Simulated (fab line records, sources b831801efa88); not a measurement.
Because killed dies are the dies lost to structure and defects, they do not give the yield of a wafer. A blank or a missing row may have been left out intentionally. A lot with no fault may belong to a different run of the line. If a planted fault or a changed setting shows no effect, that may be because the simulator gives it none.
A lot that was struck, set against a sound lot    flow sky130    43 steps out of a route of 708
Sound: the wafers L818.1, L818.4, L818.5. Wafers L829.2, L829.4, L829.6 were the ones struck. The cause is given at the end.
At each step with rows: each side's tool, then ch and its chambers, then its first start. Under that, the readings that differ: sound wafers    struck wafers    difference of the means    sigmas: that difference in standard deviations of wafers without a fault.
alike: same words and numbers on both sides, and readings whose means sit less than 2 such deviations apart. not compared: any withheld reading, any reading some wafer has no value for, any bound like >300 that may hide the same value, and any number with overlapping values for which the record gives no deviation.
The two part at a step that has a row with sigmas, a row that says differs or no value, or rows on one side only. Non-overlapping numbers with no deviation appear without sigmas and do not part them. A reading missing from all wafers of one side parts the sides only when that side holds two or more wafers.

SKY_CONTACT_BOW_MEAS_05:
  sound on film_metro-04 at day 30 18:12; struck on film_metro-03 at day 34 18:21
  alike: CONTACT_BOW
then, 8 steps without rows for these wafers: SKY_CONTACT_DEHYDRATE_06 (time 60 s); SKY_CONTACT_HMDS_07 (prime time 60 s); SKY_CONTACT_COAT_08 (resist thk 60 nm); SKY_CONTACT_COAT_09 (resist thk 450 nm); SKY_CONTACT_SOFTBAKE_10 (time 90 s); SKY_CONTACT_EXPOSE_11 (exposes mask CTM1, target cd 170 nm); SKY_CONTACT_PEB_12; SKY_CONTACT_DEVELOP_13 (develop time 60 s).
SKY_CONTACT_CD_MEAS_14 targets a cd of 170 nm.
  sound on cd_sem-02 at day 31 21:01; struck on cd_sem-02 at day 35 20:41
  alike: cd_nm
SKY_CONTACT_OVL_MEAS_15:
  sound on overlay-02 at day 31 21:08; struck on overlay-01 at day 35 20:47
  alike: CONTACT_OVL
SKY_CONTACT_ETCH_16: etches BARC in N2/H2, stops on SiO2, time 45.9 s, target depth 60 nm.
  sound on rie_diel-03 ch 2,3, day 31 21:10; struck on rie_diel-01 ch 0,1,2, day 35 20:49
  alike: chamber_pressure_mTorr, drypump_motor_current_A, h2_flow_sccm, oes_product_au, throttle_valve_pct
  not compared: rf_hours_counter_h
SKY_CONTACT_ETCH_17: etches SiO2 in C4F8/O2/Ar, stops on Si3N4, target depth 340 nm.
  sound on rie_diel-03 ch 2,3, day 31 21:13; struck on rie_diel-01 ch 0,1,2, day 35 20:52
  alike: chamber_pressure_mTorr, oes_product_au
then, 1 step without rows for these wafers: SKY_CONTACT_ETCH_18 (etches Si3N4 in CHF3/O2, stops on TiN, time 39 s, target depth 75 nm).
SKY_CONTACT_STRIP_19: strips in O2/N2.
  sound on plasma_asher-02 ch 0,1, day 31 21:18; struck on plasma_asher-02 ch 0,1, day 35 20:57
  alike: chamber_pressure_mTorr, drypump_motor_current_A, o2_flow_sccm, oes_product_au, strip_time_to_endpoint_s
  not compared: rf_hours_counter_h
then, 5 steps without rows for these wafers: SKY_CONTACT_STRIP_20 (strips in post etch residue remover, time 1200 s); SKY_CONTACT_CLEAN_21 (cleans in IPA, time 180 s); SKY_CONTACT_CLEAN_22 (cleans in O3/DIW); SKY_CONTACT_SPUTTER_23 (material TiN, target thk 20 nm, time 80 s); SKY_CONTACT_CVD_24 (deposits W, target thk 340 nm, time 102.12 s).
SKY_CONTACT_RS_MEAS_25: the measuring method here is four-point-probe.
  sound on film_metro-04 at day 31 22:05; struck on film_metro-03 at day 35 21:44
  alike: CONTACT_W_RS
SKY_CONTACT_THK_MEAS_26: measures by xrf.
  sound on film_metro-04 at day 31 22:12; struck on film_metro-03 at day 35 21:50
  alike: CONTACT_W_THK
then, 2 steps without rows for these wafers: SKY_CONTACT_CMP_27 (polishes, stops on SiO2, t overpolish 15 s, target thk 0 nm); SKY_METAL1_SPUTTER_00 (material Ti, target thk 15 nm, time 10 s).
SKY_METAL1_SPUTTER_01: material TiN, target thk 20 nm, time 16.7 s.
  sound on pvd_sputter-03 at day 31 22:35; struck on pvd_sputter-04 at day 35 22:13
  alike: throttle_valve_pct
then, 1 step without rows for these wafers: SKY_METAL1_SPUTTER_02 (material AlCu, target thk 250 nm, time 13.3 s).
SKY_METAL1_SPUTTER_03: material Ti, target thk 5 nm, time 3.3 s.
  sound on pvd_sputter-03 at day 31 22:38; struck on pvd_sputter-04 at day 35 22:16
  alike: throttle_valve_pct
then, 1 step without rows for these wafers: SKY_METAL1_SPUTTER_04 (material TiN, target thk 70 nm, time 58.3 s).
SKY_METAL1_RS_MEAS_05: the measuring method here is four-point-probe.
  sound on film_metro-02 at day 31 22:42; struck on film_metro-03 at day 35 22:21
  alike: METAL1_ALCU_RS
SKY_METAL1_THK_MEAS_06: measures by xrf.
  sound on film_metro-02 at day 31 22:49; struck on film_metro-03 at day 35 22:28
  alike: METAL1_ALCU_THK
then, 8 steps without rows for these wafers: SKY_METAL1_DEHYDRATE_07 (time 60 s); SKY_METAL1_HMDS_08 (prime time 60 s); SKY_METAL1_COAT_09 (resist thk 60 nm); SKY_METAL1_COAT_10 (resist thk 450 nm); SKY_METAL1_SOFTBAKE_11 (time 90 s); SKY_METAL1_EXPOSE_12 (exposes mask MM1, target cd 140 nm); SKY_METAL1_PEB_13; SKY_METAL1_DEVELOP_14 (develop time 60 s).
SKY_METAL1_CD_MEAS_15 targets a cd of 140 nm.
  sound on cd_sem-01 at day 33 01:49; struck on cd_sem-02 at day 37 00:49
  alike: cd_nm
SKY_METAL1_OVL_MEAS_16:
  sound on overlay-02 at day 33 01:56; struck on overlay-01 at day 37 00:55
  alike: METAL1_OVL
SKY_METAL1_DESCUM_17: chemistry O2, time 8 s.
  sound on rie_metal-01 ch 0, day 33 01:58; struck on rie_metal-04 ch 0,1, day 37 00:57
  alike: chamber_pressure_mTorr, drypump_motor_current_A, oes_product_au
  not compared: rf_hours_counter_h
then, 1 step without rows for these wafers: SKY_METAL1_ETCH_18 (etches BARC in N2/H2, stops on SiO2, time 45.9 s, target depth 60 nm).
-- the record jumps here: 12 days lie between the struck wafers' starts before and after (it left off in module METAL1 and takes up again in module PAD_OPEN, whose first step shown is number 708 of the route) --
SKY_PAD_OPEN_PROBE_99:
  the record has rows for the struck wafers here (prober-02, day 49 01:22) and none for the sound ones

## WHERE THEY PART
Only at SKY_PAD_OPEN_PROBE_99, within this record.

WHY: what had been put in by the simulator
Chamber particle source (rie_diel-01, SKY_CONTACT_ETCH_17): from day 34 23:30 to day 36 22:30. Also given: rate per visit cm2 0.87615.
